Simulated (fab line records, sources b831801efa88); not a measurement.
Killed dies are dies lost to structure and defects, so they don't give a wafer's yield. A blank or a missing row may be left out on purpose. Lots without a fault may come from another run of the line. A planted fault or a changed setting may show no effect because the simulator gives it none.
fab line records | flow gf180mcu | part 1 of 2: steps 1 to 30 of 41
record lots=5 wafers=15 last_day=34
route steps=602 shown HV_LDD@187
lots that met no fault: from a run of the same line without faults
start_h: hours from the record's first day to the start of the lot's first wafer shown | wait_h: hours since the lot's step before | " the same as in the row above | L1.1+2: a row that stands for several wafers | - no value, or no start given | * or withheld: withheld | < > ~ a bound
route shown NAME@n: a module of which the file shows steps, and the number in the route of the first | usual: mean/standard deviation of fault-free wafers | same: alike in all rows | chamber/n: place in a boat | sites: the reading at each site | _std_site: their standard deviation | _edge_site: outer sites' mean less inner sites' | radius_mm: how far each site lies from the wafer's centre | mask NAME#n: copy n | behind: the tool/chamber that last shaped the wafer | hold: why the lot was held/for how many hours/how that ended | device: the transistor (n, p or np) that didn't switch | end of line: the same wafers' tests at the end of the route | a step without rows: its recipe alone | killed: dies lost to structure and defects at the first sort, not the wafer's yield | map: a wafer's dies, x killed, . not, _ none there
set.NAME: the setting as run; set.NAME@STEP: as run at that earlier step | model.NAME: the simulator's own value behind a step, which no gauge read
lots at some steps of the route; a table a step, a row a wafer
services: from which hour (start_h, from the record's first day; less than 0 if before it) a tool's chamber was out of use, for how many hours, and why
## steps
# step GF_HV_LDD_TW_MEAS_11
# usual HV_LDD_TW=2419/12
# columns lot.wafer tool chamber start_h wait_h HV_LDD_TW
L075.3 film_metro-03 - 230.76 0.1 2434
L075.5 " - " " 2438
L075.6 " - " " 2446
L079.1 film_metro-01 - 253.22 0.1 2414
L079.2 " - " " 2427
L079.6 " - " " 2408
L086.1 film_metro-01 - 306.99 0.1 2407
L086.2 " - " " 2424
L086.4 " - " " 2421
L094.2 film_metro-03 - 361.28 0.1 2421
L094.3 " - " " 2414
L094.6 " - " " 2417
L096.1 film_metro-03 - 378.82 0.1 2430
L096.3 " - " " 2426
L096.5 " - " " 2415
# step GF_HV_LDD_DEHYDRATE_12
# recipe temp_c=200 time_s=60
# columns lot.wafer tool chamber start_h wait_h
L075.3+5+6 litho_track-03 0 239.01 8.2
L079.1+2+6 litho_track-03 0 261.91 8.7
L086.1+2+4 litho_track-02 0 316.38 9.4
L094.2+3+6 litho_track-03 0 372.19 10.9
L096.1+3+5 litho_track-04 0 388.86 10.0
# step GF_HV_LDD_HMDS_13
# recipe prime_time_s=60 prime_temp_c=120
# columns lot.wafer tool chamber start_h wait_h
L075.3+5+6 litho_track-03 0 239.16 0.1
L079.1+2+6 litho_track-03 0 262.06 0.1
L086.1+2+4 litho_track-02 0 316.53 0.1
L094.2+3+6 litho_track-03 0 372.34 0.1
L096.1+3+5 litho_track-04 0 389.01 0.1
# step GF_HV_LDD_COAT_14
# recipe resist=NOVOLAK spin_rpm=3000 resist_thk_nm=1000
# usual dispense_pressure_kPa=48.2/0.74
# columns lot.wafer tool chamber start_h wait_h dispense_pressure_kPa
L075.3 litho_track-03 0 239.31 0.1 48.6
L075.5 " 0 " " 48.6
L075.6 " 0 " " 48.6
L079.1 litho_track-03 0 262.21 0.1 48.5
L079.2 " 0 " " 48.5
L079.6 " 0 " " 48.5
L086.1 litho_track-02 0 316.68 0.1 47.2
L086.2 " 0 " " 47.2
L086.4 " 0 " " 47.2
L094.2 litho_track-03 0 372.49 0.1 48.6
L094.3 " 0 " " 48.6
L094.6 " 0 " " 48.6
L096.1 litho_track-04 0 389.16 0.1 48.9
L096.3 " 0 " " 48.9
L096.5 " 0 " " 48.9
# step GF_HV_LDD_SOFTBAKE_15
# recipe temp_c=90 time_s=60 resist=NOVOLAK
# columns lot.wafer tool chamber start_h wait_h
L075.3+5+6 litho_track-03 0 239.46 0.1
L079.1+2+6 litho_track-03 0 262.36 0.1
L086.1+2+4 litho_track-02 0 316.83 0.1
L094.2+3+6 litho_track-03 0 372.64 0.1
L096.1+3+5 litho_track-04 0 389.31 0.1
# step GF_HV_LDD_EXPOSE_16
# recipe mask_id=Pplus_LV_AREA target_cd_nm=400 na=0.6 source_shape=conventional sigma_outer=0.6 dose_mj=137.5
# columns lot.wafer tool chamber start_h wait_h mask
L075.3+5+6 iline_stepper-02 0 - - Pplus_LV_AREA#0
L079.1+2+6 iline_stepper-02 0 - - Pplus_LV_AREA#0
L086.1+2+4 iline_stepper-02 0 - - Pplus_LV_AREA#0
L094.2+3+6 iline_stepper-01 0 - - Pplus_LV_AREA#0
L096.1+3+5 iline_stepper-01 0 - - Pplus_LV_AREA#0
# step GF_HV_LDD_PEB_17
# recipe temp_c=withheld time_s=* resist=NOVOLAK
# columns lot.wafer tool chamber start_h wait_h
L075.3+5+6 litho_track-02 0 - -
L079.1+2+6 litho_track-02 0 - -
L086.1+2+4 litho_track-03 0 - -
L094.2+3+6 litho_track-02 0 - -
L096.1+3+5 litho_track-02 0 - -
# step GF_HV_LDD_DEVELOP_18
# recipe develop_time_s=60 dev_temp_c=23
# columns lot.wafer tool chamber start_h wait_h
L075.3+5+6 litho_track-02 0 248.89 0.1
L079.1+2+6 litho_track-02 0 271.79 0.1
L086.1+2+4 litho_track-03 0 327.26 0.1
L094.2+3+6 litho_track-02 0 383.66 0.1
L096.1+3+5 litho_track-02 0 400.48 0.1
# step GF_HV_LDD_CD_MEAS_19
# recipe target_cd_nm=400
# usual cd_nm=394.9/2.4
# columns lot.wafer tool chamber start_h wait_h cd_nm
L075.3 cd_sem-02 - 249.03 0.1 400.5
L075.5 " - " " 400.0
L075.6 " - " " 399.5
L079.1 cd_sem-02 - 271.94 0.1 391.2
L079.2 " - " " 390.2
L079.6 " - " " 391.7
L086.1 cd_sem-01 - 327.41 0.1 393.7
L086.2 " - " " 394.1
L086.4 " - " " 395.1
L094.2 cd_sem-02 - 383.80 0.1 395.3
L094.3 " - " " 396.7
L094.6 " - " " 395.8
L096.1 cd_sem-01 - 400.63 0.1 396.4
L096.3 " - " " 398.3
L096.5 " - " " 398.2
# step GF_HV_LDD_OVL_MEAS_20
# usual HV_LDD_01_OVL=0.1/1.3
# columns lot.wafer tool chamber start_h wait_h HV_LDD_01_OVL[nm]
L075.3 overlay-01 - 249.12 0.1 2.0
L075.5 " - " " -0.4
L075.6 " - " " 0.2
L079.1 overlay-02 - 272.06 0.1 -0.6
L079.2 " - " " -0.7
L079.6 " - " " 0.0
L086.1 overlay-01 - 327.53 0.1 0.2
L086.2 " - " " 0.3
L086.4 " - " " 0.1
L094.2 overlay-01 - 383.91 0.1 -0.9
L094.3 " - " " -0.6
L094.6 " - " " -1.9
L096.1 overlay-01 - 400.75 0.1 2.5
L096.3 " - " " 0.4
L096.5 " - " " 0.7
# step GF_HV_LDD_IMPLANT_21
# recipe species=BF2 energy_kev=25 dose_cm2=5e+13 tilt_deg=7
# usual dose_ions_cm2=4.999e+13/6e+10 end_station_pressure_torr=5.19e-06/3e-07
# columns lot.wafer tool chamber start_h wait_h dose_ions_cm2 end_station_pressure_torr
L075.3 implanter-02 0 249.19 0.1 4.993e+13 5.23e-06
L075.5 " 0 " " 4.994e+13 5.32e-06
L075.6 " 0 " " 5.001e+13 5.08e-06
L079.1 implanter-03 0 272.09 0.0 5.002e+13 5.16e-06
L079.2 " 0 " " 4.998e+13 5.34e-06
L079.6 " 0 " " 4.999e+13 5.12e-06
L086.1 implanter-02 0 327.57 0.0 5e+13 5.34e-06
L086.2 " 0 " " 5.017e+13 5.14e-06
L086.4 " 0 " " 5.007e+13 5.47e-06
L094.2 implanter-04 0 383.96 0.0 5.006e+13 5.19e-06
L094.3 " 0 " " 5e+13 4.64e-06
L094.6 " 0 " " 5.003e+13 4.73e-06
L096.1 implanter-03 0 400.79 0.0 4.998e+13 5.21e-06
L096.3 " 0 " " 5.004e+13 5.37e-06
L096.5 " 0 " " 5.002e+13 5.13e-06
# step GF_HV_LDD_STRIP_22
# recipe chemistry=O2/N2 power_w=1400 pressure_mtorr=1500 platen_temp_c=250 o2_flow_sccm=3000 n2_flow_sccm=300 overash_fraction=0.5
# usual drypump_motor_current_A=6.0/0.38 heater_power_w=327/31 oes_product_au=0.716/0.0043 strip_time_to_endpoint_s=12.62/0.04
# columns lot.wafer tool chamber start_h wait_h drypump_motor_current_A heater_power_w oes_product_au rf_hours_counter_h strip_time_to_endpoint_s
L075.3 plasma_asher-02 1 249.33 0.1 6.2 359 0.717 - 12.57
L075.5 " 1 " " 6.2 362 0.709 - 12.57
L075.6 " 0 " " 6.0 294 0.717 - 12.55
L079.1 plasma_asher-02 1 272.24 0.1 6.1 356 0.725 52 12.65
L079.2 " 0 " " 6.0 298 0.717 52 12.67
L079.6 " 1 " " 6.2 364 0.712 - 12.61
L086.1 plasma_asher-04 0 327.72 0.1 5.6 293 0.718 69 12.64
L086.2 " 1 " " 5.6 340 0.707 69 12.65
L086.4 " 0 " " 5.6 281 0.709 - 12.63
L094.2 plasma_asher-04 0 384.09 0.1 5.6 292 0.715 75 12.61
L094.3 " 1 " " 5.6 335 0.715 - 12.60
L094.6 " 1 " " 5.6 339 0.711 - 12.64
L096.1 plasma_asher-04 0 400.94 0.1 5.6 291 0.718 77 12.60
L096.3 " 1 " " 5.6 338 0.717 - 12.55
L096.5 " 0 " " 5.6 294 0.719 - 12.58
# step GF_HV_LDD_TW_MEAS_23
# usual HV_LDD_2_TW=1060/5.4
# columns lot.wafer tool chamber start_h wait_h HV_LDD_2_TW
L075.3 film_metro-03 - 249.41 0.1 1062
L075.5 " - " " 1070
L075.6 " - " " 1073
L079.1 film_metro-01 - 272.34 0.1 1061
L079.2 " - " " 1059
L079.6 " - " " 1063
L086.1 film_metro-03 - 327.82 0.1 1054
L086.2 " - " " 1057
L086.4 " - " " 1055
L094.2 film_metro-04 - 384.20 0.1 1058
L094.3 " - " " 1063
L094.6 " - " " 1061
L096.1 film_metro-01 - 401.04 0.1 1057
L096.3 " - " " 1049
L096.5 " - " " 1056
# step GF_HV_LDD_DEHYDRATE_24
# recipe temp_c=200 time_s=60
# columns lot.wafer tool chamber start_h wait_h
L075.3+5+6 litho_track-04 0 257.67 8.2
L079.1+2+6 litho_track-02 0 281.74 9.4
L086.1+2+4 litho_track-02 0 337.58 9.8
L094.2+3+6 litho_track-04 0 394.99 10.8
L096.1+3+5 litho_track-04 0 411.21 10.2
# step GF_HV_LDD_HMDS_25
# recipe prime_time_s=60 prime_temp_c=120
# columns lot.wafer tool chamber start_h wait_h
L075.3+5+6 litho_track-04 0 257.82 0.1
L079.1+2+6 litho_track-02 0 281.89 0.1
L086.1+2+4 litho_track-02 0 337.73 0.1
L094.2+3+6 litho_track-04 0 395.14 0.1
L096.1+3+5 litho_track-04 0 411.36 0.1
# step GF_HV_LDD_COAT_26
# recipe resist=NOVOLAK spin_rpm=3000 resist_thk_nm=1000
# usual dispense_pressure_kPa=48.2/0.76
# columns lot.wafer tool chamber start_h wait_h dispense_pressure_kPa
L075.3 litho_track-04 0 257.97 0.1 48.9
L075.5 " 0 " " 48.9
L075.6 " 0 " " 48.9
L079.1 litho_track-02 0 282.04 0.1 47.2
L079.2 " 0 " " 47.2
L079.6 " 0 " " 47.2
L086.1 litho_track-02 0 337.88 0.1 47.2
L086.2 " 0 " " 47.3
L086.4 " 0 " " 47.2
L094.2 litho_track-04 0 395.29 0.1 48.9
L094.3 " 0 " " 48.9
L094.6 " 0 " " 48.9
L096.1 litho_track-04 0 411.51 0.1 48.9
L096.3 " 0 " " 48.9
L096.5 " 0 " " 48.8
# step GF_HV_LDD_SOFTBAKE_27
# recipe temp_c=90 time_s=60 resist=NOVOLAK
# columns lot.wafer tool chamber start_h wait_h
L075.3+5+6 litho_track-04 0 258.12 0.1
L079.1+2+6 litho_track-02 0 282.19 0.1
L086.1+2+4 litho_track-02 0 338.03 0.1
L094.2+3+6 litho_track-04 0 395.44 0.1
L096.1+3+5 litho_track-04 0 411.66 0.1
# step GF_HV_LDD_EXPOSE_28
# recipe mask_id=Nplus_HV_AREA target_cd_nm=400 na=0.6 source_shape=conventional sigma_outer=0.6 dose_mj=140
# columns lot.wafer tool chamber start_h wait_h mask
L075.3+5+6 iline_stepper-01 0 - - Nplus_HV_AREA#0
L079.1+2+6 iline_stepper-01 0 - - Nplus_HV_AREA#0
L086.1+2+4 iline_stepper-01 0 - - Nplus_HV_AREA#0
L094.2+3+6 iline_stepper-01 0 - - Nplus_HV_AREA#0
L096.1+3+5 iline_stepper-01 0 - - Nplus_HV_AREA#0
# step GF_HV_LDD_PEB_29
# recipe temp_c=withheld time_s=* resist=NOVOLAK
# columns lot.wafer tool chamber start_h wait_h
L075.3+5+6 litho_track-02 0 - -
L079.1+2+6 litho_track-04 0 - -
L086.1+2+4 litho_track-03 0 - -
L094.2+3+6 litho_track-02 0 - -
L096.1+3+5 litho_track-02 0 - -
# step GF_HV_LDD_DEVELOP_30
# recipe develop_time_s=60 dev_temp_c=23
# columns lot.wafer tool chamber start_h wait_h
L075.3+5+6 litho_track-02 0 267.69 0.1
L079.1+2+6 litho_track-04 0 291.71 0.1
L086.1+2+4 litho_track-03 0 348.41 0.1
L094.2+3+6 litho_track-02 0 406.26 0.1
L096.1+3+5 litho_track-02 0 423.58 0.1
# step GF_HV_LDD_CD_MEAS_31
# recipe target_cd_nm=400
# usual cd_nm=400.2/2.5
# columns lot.wafer tool chamber start_h wait_h cd_nm
L075.3 cd_sem-01 - 267.83 0.1 396.5
L075.5 " - " " 396.8
L075.6 " - " " 397.7
L079.1 cd_sem-01 - 291.86 0.1 399.1
L079.2 " - " " 399.8
L079.6 " - " " 401.8
L086.1 cd_sem-01 - 348.56 0.1 396.2
L086.2 " - " " 399.4
L086.4 " - " " 395.2
L094.2 cd_sem-01 - 406.40 0.1 398.2
L094.3 " - " " 401.0
L094.6 " - " " 399.8
L096.1 cd_sem-01 - 423.73 0.1 398.4
L096.3 " - " " 398.5
L096.5 " - " " 398.4
# step GF_HV_LDD_OVL_MEAS_32
# usual HV_LDD_02_OVL=0.2/1.4
# columns lot.wafer tool chamber start_h wait_h HV_LDD_02_OVL[nm]
L075.3 overlay-02 - 267.92 0.1 1.0
L075.5 " - " " 0.5
L075.6 " - " " -0.1
L079.1 overlay-02 - 291.98 0.1 1.5
L079.2 " - " " 0.7
L079.6 " - " " 2.8
L086.1 overlay-02 - 348.68 0.1 1.0
L086.2 " - " " -0.2
L086.4 " - " " 1.1
L094.2 overlay-02 - 406.51 0.1 -1.2
L094.3 " - " " -0.8
L094.6 " - " " 1.7
L096.1 overlay-02 - 423.85 0.1 -0.3
L096.3 " - " " -1.6
L096.5 " - " " -1.0
# step GF_HV_LDD_IMPLANT_33
# recipe species=P energy_kev=60 dose_cm2=7.5e+12 tilt_deg=30 rotation_deg=0
# usual dose_ions_cm2=7.501e+12/7.2e+09 end_station_pressure_torr=4.99e-06/2.3e-07
# columns lot.wafer tool chamber start_h wait_h dose_ions_cm2 end_station_pressure_torr
L075.3 implanter-03 0 267.99 0.1 7.495e+12 5.17e-06
L075.5 " 0 " " 7.493e+12 4.67e-06
L075.6 " 0 " " 7.491e+12 5.02e-06
L079.1 implanter-02 0 292.02 0.0 7.511e+12 5.07e-06
L079.2 " 0 " " 7.505e+12 4.68e-06
L079.6 " 0 " " 7.496e+12 4.76e-06
L086.1 implanter-02 0 348.72 0.0 7.505e+12 4.89e-06
L086.2 " 0 " " 7.501e+12 5.1e-06
L086.4 " 0 " " 7.514e+12 4.7e-06
L094.2 implanter-02 0 406.56 0.0 7.501e+12 4.52e-06
L094.3 " 0 " " 7.499e+12 5.32e-06
L094.6 " 0 " " 7.496e+12 4.77e-06
L096.1 implanter-04 0 423.89 0.0 7.51e+12 5.34e-06
L096.3 " 0 " " 7.504e+12 4.93e-06
L096.5 " 0 " " 7.503e+12 5.62e-06
# step GF_HV_LDD_IMPLANT_34
# recipe species=P energy_kev=60 dose_cm2=7.5e+12 tilt_deg=30 rotation_deg=90
# usual dose_ions_cm2=7.502e+12/9.1e+09 end_station_pressure_torr=5.05e-06/2.9e-07
# columns lot.wafer tool chamber start_h wait_h dose_ions_cm2 end_station_pressure_torr
L075.3 implanter-03 0 268.14 0.1 7.506e+12 5.02e-06
L075.5 " 0 " " 7.508e+12 5.25e-06
L075.6 " 0 " " 7.503e+12 5.42e-06
L079.1 implanter-02 0 292.17 0.1 7.502e+12 4.94e-06
L079.2 " 0 " " 7.495e+12 5.57e-06
L079.6 " 0 " " 7.501e+12 5.32e-06
L086.1 implanter-02 0 348.87 0.1 7.501e+12 4.89e-06
L086.2 " 0 " " 7.511e+12 4.88e-06
L086.4 " 0 " " 7.501e+12 4.97e-06
L094.2 implanter-02 0 406.71 0.1 7.503e+12 4.92e-06
L094.3 " 0 " " 7.501e+12 4.79e-06
L094.6 " 0 " " 7.526e+12 4.89e-06
L096.1 implanter-04 0 424.04 0.1 7.513e+12 5.11e-06
L096.3 " 0 " " 7.515e+12 4.26e-06
L096.5 " 0 " " 7.51e+12 4.66e-06
# step GF_HV_LDD_IMPLANT_35
# recipe species=P energy_kev=60 dose_cm2=7.5e+12 tilt_deg=30 rotation_deg=180
# usual dose_ions_cm2=7.501e+12/8.7e+09 end_station_pressure_torr=5e-06/2.8e-07
# columns lot.wafer tool chamber start_h wait_h dose_ions_cm2 end_station_pressure_torr
L075.3 implanter-03 0 268.29 0.1 7.495e+12 4.9e-06
L075.5 " 0 " " 7.5e+12 4.98e-06
L075.6 " 0 " " 7.494e+12 4.68e-06
L079.1 implanter-02 0 292.32 0.1 7.518e+12 4.94e-06
L079.2 " 0 " " 7.501e+12 4.54e-06
L079.6 " 0 " " 7.501e+12 5.3e-06
L086.1 implanter-02 0 349.02 0.1 7.497e+12 5.58e-06
L086.2 " 0 " " 7.507e+12 5.7e-06
L086.4 " 0 " " 7.509e+12 4.87e-06
L094.2 implanter-02 0 406.86 0.1 7.508e+12 4.69e-06
L094.3 " 0 " " 7.502e+12 4.58e-06
L094.6 " 0 " " 7.498e+12 5.28e-06
L096.1 implanter-04 0 424.19 0.1 7.492e+12 5.39e-06
L096.3 " 0 " " 7.507e+12 5.09e-06
L096.5 " 0 " " 7.485e+12 5.08e-06
# step GF_HV_LDD_IMPLANT_36
# recipe species=P energy_kev=60 dose_cm2=7.5e+12 tilt_deg=30 rotation_deg=270
# usual dose_ions_cm2=7.499e+12/8.2e+09 end_station_pressure_torr=5.04e-06/2.7e-07
# columns lot.wafer tool chamber start_h wait_h dose_ions_cm2 end_station_pressure_torr
L075.3 implanter-03 0 268.44 0.1 7.495e+12 5.2e-06
L075.5 " 0 " " 7.491e+12 4.91e-06
L075.6 " 0 " " 7.498e+12 4.85e-06
L079.1 implanter-02 0 292.47 0.1 7.5e+12 5.13e-06
L079.2 " 0 " " 7.502e+12 5.05e-06
L079.6 " 0 " " 7.503e+12 5.16e-06
L086.1 implanter-02 0 349.17 0.1 7.489e+12 4.57e-06
L086.2 " 0 " " 7.495e+12 4.64e-06
L086.4 " 0 " " 7.497e+12 4.9e-06
L094.2 implanter-02 0 407.01 0.1 7.503e+12 4.97e-06
L094.3 " 0 " " 7.497e+12 4.97e-06
L094.6 " 0 " " 7.49e+12 4.85e-06
L096.1 implanter-04 0 424.34 0.1 7.508e+12 4.44e-06
L096.3 " 0 " " 7.497e+12 5.38e-06
L096.5 " 0 " " 7.494e+12 5.07e-06
# step GF_HV_LDD_STRIP_37
# recipe chemistry=O2/N2 power_w=1400 pressure_mtorr=1500 platen_temp_c=250 o2_flow_sccm=3000 n2_flow_sccm=300 overash_fraction=0.5
# usual drypump_motor_current_A=6.0/0.4 heater_power_w=329/30 oes_product_au=0.716/0.0045 strip_time_to_endpoint_s=12.64/0.036
# columns lot.wafer tool chamber start_h wait_h drypump_motor_current_A heater_power_w oes_product_au rf_hours_counter_h strip_time_to_endpoint_s
L075.3 plasma_asher-01 0 268.57 0.1 6.6 359 0.715 - 12.64
L075.5 " 1 " " 6.5 348 0.711 - 12.64
L075.6 " 0 " " 6.6 361 0.710 - 12.62
L079.1 plasma_asher-02 1 292.62 0.1 6.2 354 0.725 54 12.62
L079.2 " 0 " " 6.0 295 0.703 54 12.62
L079.6 " 0 " " 6.0 290 0.718 - 12.60
L086.1 plasma_asher-01 1 349.32 0.1 6.5 342 0.708 22 12.74
L086.2 " 0 " " 6.6 362 0.718 22 12.71
L086.4 " 0 " " 6.6 357 0.716 - 12.70
L094.2 plasma_asher-02 0 407.14 0.1 6.0 294 0.707 65 12.60
L094.3 " 1 " " 6.1 366 0.708 - 12.63
L094.6 " 0 " " 6.0 295 0.716 - 12.65
L096.1 plasma_asher-01 1 424.49 0.1 6.5 352 0.709 30 12.63
L096.3 " 1 " " 6.5 349 0.722 - 12.65
L096.5 " 1 " " 6.5 347 0.719 - 12.63
# step GF_HV_LDD_TW_MEAS_38
# usual HV_LDD_3_TW=1439/7.2
# columns lot.wafer tool chamber start_h wait_h HV_LDD_3_TW
L075.3 film_metro-03 - 268.66 0.1 1442
L075.5 " - " " 1456
L075.6 " - " " 1448
L079.1 film_metro-04 - 292.72 0.1 1444
L079.2 " - " " 1433
L079.6 " - " " 1433
L086.1 film_metro-01 - 349.42 0.1 1439
L086.2 " - " " 1435
L086.4 " - " " 1438
L094.2 film_metro-04 - 407.25 0.1 1444
L094.3 " - " " 1443
L094.6 " - " " 1439
L096.1 film_metro-01 - 424.59 0.1 1442
L096.3 " - " " 1446
L096.5 " - " " 1450
# step GF_HV_LDD_DEHYDRATE_39
# recipe temp_c=200 time_s=60
# columns lot.wafer tool chamber start_h wait_h
L075.3+5+6 litho_track-02 0 277.99 9.3
L079.1+2+6 litho_track-03 0 302.16 9.4
L086.1+2+4 litho_track-03 0 359.61 10.2
L094.2+3+6 litho_track-04 0 418.19 10.9
L096.1+3+5 litho_track-03 0 435.86 11.3
# step GF_HV_LDD_HMDS_40
# recipe prime_time_s=60 prime_temp_c=120
# columns lot.wafer tool chamber start_h wait_h
L075.3+5+6 litho_track-02 0 278.14 0.1
L079.1+2+6 litho_track-03 0 302.31 0.1
L086.1+2+4 litho_track-03 0 359.76 0.1
L094.2+3+6 litho_track-04 0 418.34 0.1
L096.1+3+5 litho_track-03 0 436.01 0.1
